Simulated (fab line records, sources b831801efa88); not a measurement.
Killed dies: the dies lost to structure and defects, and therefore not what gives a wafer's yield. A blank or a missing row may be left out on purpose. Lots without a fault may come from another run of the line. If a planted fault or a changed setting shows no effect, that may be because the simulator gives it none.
Chamber matching -- flow sfq_line -- 4 sister chambers for SFQ_TRILAYER_I5_BARC_OPEN_VIA_ETCH_200 on rie_diel-03
The step etches BARC in O2, target depth 125 nm, time 41.7 s. 14 wafers are shown with their chamber, then 7 later ones without.

## WAFERS, EACH WITH ITS CHAMBER
wafer,chamber,oes_product_au (a.u.)
L114.2,0,0.684
L114.4,3,0.687
L114.5,2,0.689
L118.3,3,0.684
L118.5,2,0.690
L118.6,3,0.678
L127.1,3,0.680
L127.3,1,0.683
L127.4,2,0.679
L130.2,2,0.683
L130.3,0,0.686
L130.6,1,0.687
L132.1,1,0.687
L132.2,2,0.674

SIGNATURES (means of the wafers above)
reading,chamber 0,chamber 1,chamber 2,chamber 3,scatter within a chamber
oes_product_au,0.68500,0.68567,0.68300,0.68225,0.00493
Rule: a wafer lies at a distance from a chamber equal to the root of the sum of squares, over the readings, of (its reading less the chamber's mean, divided by the reading's scatter). If the next closest chamber is less than 2 further off than the closest, the wafer can't be placed; otherwise it belongs to the closest. The scatter: take each reading less its chamber's mean, square it, sum over the shown wafers, divide by the number of wafers less the number of chambers, and take the root.

## WAFERS WITHOUT THEIR CHAMBER
wafer,oes_product_au (a.u.)
L132.5,0.678
L136.2,0.681
L136.5,0.678
L136.6,0.683
L137.3,0.687
L137.5,0.684
L137.6,0.684

## CHAMBER TAKEN BY EACH
wafer,from the rows above,in truth
L132.5,can't be placed: 3 or 2 or 0 or 1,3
L136.2,can't be placed: 3 or 2 or 0 or 1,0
L136.5,can't be placed: 3 or 2 or 0 or 1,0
L136.6,can't be placed: 2 or 3 or 0 or 1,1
L137.3,can't be placed: 1 or 0 or 2 or 3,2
L137.5,can't be placed: 0 or 2 or 1 or 3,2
L137.6,can't be placed: 0 or 2 or 1 or 3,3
Correctly placed: 0 of 7. These rows do not allow placing 7 (true chamber among the candidates in 7). 0 placed wrongly.
